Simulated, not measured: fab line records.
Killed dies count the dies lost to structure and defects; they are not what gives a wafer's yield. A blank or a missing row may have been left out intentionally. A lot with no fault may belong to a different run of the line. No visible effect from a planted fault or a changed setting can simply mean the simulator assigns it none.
Struck lot and sound lot, side by side | flow sky130 | 32 out of 708 route steps
Sound: these wafers, L292.1, L292.2, L292.3. Wafers L311.1, L311.3, L311.6 were the ones struck. Last of all comes the cause.
For every step that has rows: the tool of each side, followed by ch and its chambers, followed by its first start. Under that, the readings that differ: sound wafers | struck wafers | difference of the means | sigmas: that difference in standard deviations of wafers without a fault.
alike: a reading whose means differ by less than 2 such deviations, as well as words and numbers matching on both sides. not compared: withheld readings; readings where some wafer has no value; bounds like >300 that might hide an equal value; numbers whose values overlap and for which the record gives no deviation.
A row with sigmas, a row that says differs or no value, or rows on one side alone: a step with any of these is where the two part. Numbers that don't overlap but have no deviation are shown without sigmas and don't part them. A reading missing from all wafers of one side parts the sides only when that side holds two or more wafers.

SKY_PWDE_OVL_MEAS_07:
  sound on overlay-02 at day 4 21:23; struck on overlay-01 at day 8 22:38
  alike: PWDE_OVL
next, for these wafers, 1 step has no rows: SKY_PWDE_IMPLANT_08.
SKY_PWDE_STRIP_09: strips in O2/N2.
  sound on plasma_asher-01 ch 0,1, day 4 21:34; struck on plasma_asher-02 ch 0,1, day 8 22:49
  alike: drypump_motor_current_A, oes_product_au, strip_time_to_endpoint_s
  not compared: rf_hours_counter_h
SKY_PWDE_TW_MEAS_10:
  sound on film_metro-02 at day 4 21:40; struck on film_metro-04 at day 8 22:55
  alike: PWDE_TW
then, 7 steps without rows for these wafers: SKY_NWELL_DEHYDRATE_03 (time 60 s); SKY_NWELL_HMDS_04 (prime time 60 s); SKY_NWELL_COAT_05 (resist thk 3000 nm); SKY_NWELL_SOFTBAKE_06; SKY_NWELL_EXPOSE_07 (exposes mask NWM, target cd 840 nm); SKY_NWELL_PEB_08; SKY_NWELL_DEVELOP_09 (develop time 60 s).
SKY_NWELL_OVL_MEAS_10:
  sound on overlay-02 at day 5 15:10; struck on overlay-01 at day 9 20:43
  alike: NWELL_00_OVL
SKY_NWELL_IMPLANT_11:
  sound on implanter-03 ch 0, day 5 15:12; struck on implanter-01 ch 0, day 9 20:45
  reading                   | sound                | struck               | difference | sigmas
  beam_energy_keV           | 399.95 399.94 399.96 | 378.86 378.89 378.68 | -21.14     | -99 or more
  model.implant.rp_nm (nm)  | 514.2 514.2 514.2    | 474.8 474.8 474.8    | -39.4      |
  model.implant.drp_nm (nm) | 116.9 116.9 116.9    | 113.5 113.5 113.5    | -3.4       |
  alike: faraday_current_uA
then, 2 steps without rows for these wafers: SKY_NWELL_IMPLANT_12; SKY_NWELL_IMPLANT_13.
SKY_NWELL_STRIP_14: strips in O2/N2.
  sound on plasma_asher-04 ch 0,1, day 5 15:39; struck on plasma_asher-03 ch 0,1, day 9 21:12
  alike: drypump_motor_current_A, oes_product_au, strip_time_to_endpoint_s
  not compared: rf_hours_counter_h
SKY_NWELL_TW_MEAS_15:
  sound on film_metro-03 at day 5 15:45; struck on film_metro-02 at day 9 21:18
  reading  | sound          | struck         | difference | sigmas
  NWELL_TW | 1834 1839 1831 | 1788 1780 1787 | -50        | -3
then, 7 steps without rows for these wafers: SKY_NWELL_DEHYDRATE_16 (time 60 s); SKY_NWELL_HMDS_17 (prime time 60 s); SKY_NWELL_COAT_18 (resist thk 3000 nm); SKY_NWELL_SOFTBAKE_19; SKY_NWELL_EXPOSE_20 (exposes mask NWM COMPLEMENT, target cd 840 nm); SKY_NWELL_PEB_21; SKY_NWELL_DEVELOP_22 (develop time 60 s).
SKY_NWELL_OVL_MEAS_23:
  sound on overlay-02 at day 6 10:37; struck on overlay-01 at day 10 19:32
  alike: NWELL_01_OVL
next, for these wafers, 1 step has no rows: SKY_NWELL_IMPLANT_24.
SKY_NWELL_STRIP_25: strips in O2/N2.
  sound on plasma_asher-02 ch 0,1, day 6 10:47; struck on plasma_asher-02 ch 1, day 10 19:43
  reading                      | sound             | struck            | difference | sigmas
  strip_time_to_endpoint_s (s) | 37.10 37.05 37.24 | 36.86 36.82 36.82 | -0.30      | -3
  alike: drypump_motor_current_A, oes_product_au
  not compared: rf_hours_counter_h
SKY_NWELL_TW_MEAS_26:
  sound on film_metro-04 at day 6 10:53; struck on film_metro-02 at day 10 19:49
  reading    | sound       | struck      | difference | sigmas
  NWELL_2_TW | 505 504 503 | 493 494 491 | -11        | -3
then, 1 step without rows for these wafers: SKY_NWELL_CLEAN_27 (cleans in SC1/SC2, time 150 s).
SKY_NWELL_RTA_28: time 30 s.
  sound on rtp_anneal-01 ch 0, day 6 11:01; struck on rtp_anneal-02 ch 0, day 10 19:56
  alike: lamp_power_pct, wafer_temp_C_max
SKY_NWELL_RS_MEAS_29: uses a four-point probe to measure.
  sound on film_metro-03 at day 6 11:07; struck on film_metro-03 at day 10 20:02
  reading           | sound             | struck            | difference | sigmas
  NWELL_RS (ohm/sq) | 622.9 624.3 621.4 | 634.4 633.7 633.2 | +10.9      | +6
-- the record jumps here: 40 days lie between the struck wafers' starts before and after (it left off in module NWELL and takes up again in module PAD_OPEN, whose first step shown is number 708 of the route) --
SKY_PAD_OPEN_PROBE_99:
  sound on prober-01 at day 47 05:07; struck on prober-02 at day 51 01:56
  reading                                   | sound                   | struck                  | difference | sigmas
  killed_at_M0_to_M3                        | 49 39 40                | 30 23 30                | -15        | -2
  killed_at_front_end                       | 10 12 13                | 29 13 27                | +11        | +3
  model.etest.res_nwell.line_ohm_um         | 1059 1068 1036          | 1314 1308 1296          | +252       |
  model.etest.res_nwell.rs_ohm_sq           | 878.1 888.9 860.5       | 1066 1052 1043          | +178       |
  model.etest.tip_p_5v.rs_ohm_sq            | 2866 2846 2846          | 2932 2945 2925          | +81        |
  model.etest.pfet_g5v0d10v5.off_log10_a_um | -12.52 -12.72 -12.58    | -13.22 -13.02 -13.21    | -0.54      |
  model.etest.pfet_01v8_lvt.off_log10_a_um  | -9.125 -9.095 -9.011    | -9.903 -9.528 -9.604    | -0.601     |
  model.etest.pfet_g5v0d10v5.vt_sat_v (V)   | -0.6261 -0.6508 -0.6343 | -0.7207 -0.6962 -0.7088 | -0.0715    |
  model.etest.pfet_16v.vt_v (V)             | -1.093 -1.099 -1.091    | -1.158 -1.14 -1.154     | -0.056     |
  model.etest.pfet_g5v0d10v5.vt_v (V)       | -0.8322 -0.8481 -0.8312 | -0.8865 -0.8678 -0.8791 | -0.0406    |
  alike: killed_at_M4_up, killed_at_contacts, killed_at_other, killed_dies, killed_open, killed_short

## WHERE THEY PART
At SKY_NWELL_IMPLANT_11 first; at SKY_PAD_OPEN_PROBE_99 last (within this record only).

WHY: what had been put in by the simulator
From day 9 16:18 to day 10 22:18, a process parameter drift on implanter-01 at SKY_NWELL_IMPLANT_11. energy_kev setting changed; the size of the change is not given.
